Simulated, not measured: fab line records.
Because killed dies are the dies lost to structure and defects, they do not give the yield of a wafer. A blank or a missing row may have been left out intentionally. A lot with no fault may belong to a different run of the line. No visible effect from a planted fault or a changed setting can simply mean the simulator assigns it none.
What tool caused it? + flow sky130 + 40 wafers from 14 lots sampled at 3 of the route's 708 steps

WHAT EACH GAUGE READ, for each wafer
The record holds no reading of a measuring or inspecting step that can be judged against a usual standard deviation.

WHICH TOOL RAN EACH LOT (tool, then ch and the chambers of the sampled wafers, then the start)
| lot  | SKY_LI_CONTACT_ETCH_14            | SKY_LI_CONTACT_STRIP_16             | SKY_PAD_OPEN_PROBE_99   |
|------|-----------------------------------|-------------------------------------|-------------------------|
| L160 | rieDiel-01 ch 0,1, day 28 21:41   | plasmaAsher-03 ch 0,1, day 28 21:49 | -                       |
| L161 | rieDiel-01 ch 1,2, day 29 01:45   | plasmaAsher-02 ch 0,1, day 29 01:53 | -                       |
| L162 | rieDiel-03 ch 0,1,3, day 29 12:42 | plasmaAsher-03 ch 0,1, day 29 12:50 | -                       |
| L163 | rieDiel-03 ch 2,3, day 30 05:54   | plasmaAsher-03 ch 0,1, day 30 06:02 | -                       |
| L164 | rieDiel-03 ch 1,2,3, day 30 10:48 | plasmaAsher-03 ch 0,1, day 30 10:56 | -                       |
| L165 | rieDiel-01 ch 0,2,3, day 30 16:27 | plasmaAsher-03 ch 0,1, day 30 16:35 | -                       |
| L166 | rieDiel-02 ch 2,3, day 31 03:01   | plasmaAsher-03 ch 0,1, day 31 03:11 | -                       |
| L167 | rieDiel-02 ch 0,3, day 31 12:33   | plasmaAsher-03 ch 0,1, day 31 12:43 | -                       |
| L174 | rieDiel-01 ch 0,3, day 33 21:39   | plasmaAsher-03 ch 0, day 33 21:47   | -                       |
| L175 | rieDiel-01 ch 3, day 34 05:01     | plasmaAsher-03 ch 0,1, day 34 05:08 | prober-02, day 49 11:52 |
| L176 | rieDiel-02 ch 0,1,2, day 34 06:34 | plasmaAsher-04 ch 0,1, day 34 06:44 | -                       |
| L177 | rieDiel-02 ch 0,1,2, day 34 17:04 | plasmaAsher-04 ch 0,1, day 34 17:13 | -                       |
| L180 | rieDiel-02 ch 1,3, day 35 18:15   | plasmaAsher-02 ch 0,1, day 35 18:23 | -                       |
| L183 | rieDiel-02 ch 2,3, day 36 15:15   | plasmaAsher-03 ch 0,1, day 36 15:23 | -                       |
- SKY_LI_CONTACT_ETCH_14: etches BARC in N2/H2, stops on SiO2, time 45.9 s, target depth 60 nm.
- SKY_LI_CONTACT_STRIP_16: strips in O2/N2.
- SKY_PAD_OPEN_PROBE_99

WHAT THE TOOLS THEMSELVES READ (means of the sampled wafers that have a number; where no wafer has one, the mark that the record gives instead)
SKY_LI_CONTACT_ETCH_14.
| lot  | tool       | drypumpMotorCurrentA (A) | oesProductAu (a.u.) | runLengthS (s) | throttleValvePct (%) |
|------|------------|--------------------------|---------------------|----------------|----------------------|
| L160 | rieDiel-01 | 6.2                      | 0.855               | 73.8           | 13.234               |
| L161 | rieDiel-01 | 6.3                      | 0.854               | 74.3           | 13.213               |
| L162 | rieDiel-03 | 6.2                      | 0.858               | 74.4           | 13.224               |
| L163 | rieDiel-03 | 5.6                      | 0.858               | 74.3           | 13.232               |
| L164 | rieDiel-03 | 5.9                      | 0.857               | 74.4           | 13.229               |
| L165 | rieDiel-01 | 6.3                      | 0.853               | 74.1           | 13.234               |
| L166 | rieDiel-02 | 5.7                      | 0.856               | 73.7           | 13.221               |
| L167 | rieDiel-02 | 5.4                      | 0.852               | 73.9           | 13.223               |
| L174 | rieDiel-01 | 6.4                      | 0.933               | 55.7           | 13.218               |
| L175 | rieDiel-01 | 6.7                      | 0.993               | 38.0           | 13.233               |
| L176 | rieDiel-02 | 5.9                      | 0.854               | 74.2           | 13.228               |
| L177 | rieDiel-02 | 5.9                      | 0.857               | 74.3           | 13.226               |
| L180 | rieDiel-02 | 5.9                      | 0.847               | 74.1           | 13.226               |
| L183 | rieDiel-02 | 5.4                      | 0.853               | 73.5           | 13.225               |

SKY_LI_CONTACT_STRIP_16.
| lot  | tool           | drypumpMotorCurrentA (A) | oesProductAu (a.u.) | stripTimeToEndpointS (s) |
|------|----------------|--------------------------|---------------------|--------------------------|
| L160 | plasmaAsher-03 | 6.4                      | 0.381               | 3.51                     |
| L161 | plasmaAsher-02 | 6.1                      | 0.380               | 3.54                     |
| L162 | plasmaAsher-03 | 6.2                      | 0.375               | 3.56                     |
| L163 | plasmaAsher-03 | 6.4                      | 0.378               | 3.54                     |
| L164 | plasmaAsher-03 | 6.4                      | 0.377               | 3.54                     |
| L165 | plasmaAsher-03 | 6.4                      | 0.374               | 3.49                     |
| L166 | plasmaAsher-03 | 6.2                      | 0.379               | 3.48                     |
| L167 | plasmaAsher-03 | 6.5                      | 0.379               | 3.48                     |
| L174 | plasmaAsher-03 | 6.0                      | 0.385               | 3.67                     |
| L175 | plasmaAsher-03 | 6.3                      | 0.387               | 3.85                     |
| L176 | plasmaAsher-04 | 5.4                      | 0.379               | 3.47                     |
| L177 | plasmaAsher-04 | 5.4                      | 0.376               | 3.49                     |
| L180 | plasmaAsher-02 | 6.1                      | 0.373               | 3.46                     |
| L183 | plasmaAsher-03 | 6.2                      | 0.379               | 3.45                     |

SKY_PAD_OPEN_PROBE_99.
| lot  | tool      | killed_at_M0_to_M3 | killed_at_M4_up | killedAtContacts | killedAtFrontEnd | killedAtOther | killedDies | killedOpen | killedShort |
|------|-----------|--------------------|-----------------|------------------|------------------|---------------|------------|------------|-------------|
| L175 | prober-02 | 53                 | 2.0             | 33               | 9                | 0.0           | 97         | 44         | 53          |

THE ANSWER, worked out from the rows above alone
Rule: the lots themselves supply what counts as usual. The widest of any qualifying gaps counts: lots, ordered by their means at a reading, are off when they make up no more than a third of the lots, leave a main group of 4 or more, and stand apart from it by 3 or more times the standard deviation of that group's means. Not used: any main group whose means are identical at the precision the tables above print for the reading. A lot without any number at a reading at which 4 lots or more have one is off too. All remaining lots with rows at the step are treated as sound. Order of review: gauges by route order, followed by the tools' own readings, for which a lot's mean as printed above is used. At the first step where some lot is off, the reading lying furthest off is the one used; lots without a number count as furthest.
Off, at SKY_LI_CONTACT_ETCH_14 on runLengthS: L174, L175. Mean 74.1 s and standard deviation 0.28 in the main group.
If a tool, at that step or one of the process steps before it, ran each lot that is off and ran no sound lot following the first of them, it fits. One fits: SKY_LI_CONTACT_ETCH_14 on rieDiel-01. Its last sound lot is L165 (day 30 16:27), its first lot that is off L174 (day 33 21:39): a fault that began between those two fits.
The tool's own readings at SKY_LI_CONTACT_ETCH_14 bear it out: on the lots that are off they differ by more than 5 times the standard deviation of the sound lots' means. oesProductAu reads 0.963 a.u. there against 0.855 a.u. on the sound lots; runLengthS reads 46.9 s there against 74.1 s on the sound lots.

WHAT WAS PUT IN BY THE SIMULATOR
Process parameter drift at SKY_LI_CONTACT_ETCH_14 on rieDiel-01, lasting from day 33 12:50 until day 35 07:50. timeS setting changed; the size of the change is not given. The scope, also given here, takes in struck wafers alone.
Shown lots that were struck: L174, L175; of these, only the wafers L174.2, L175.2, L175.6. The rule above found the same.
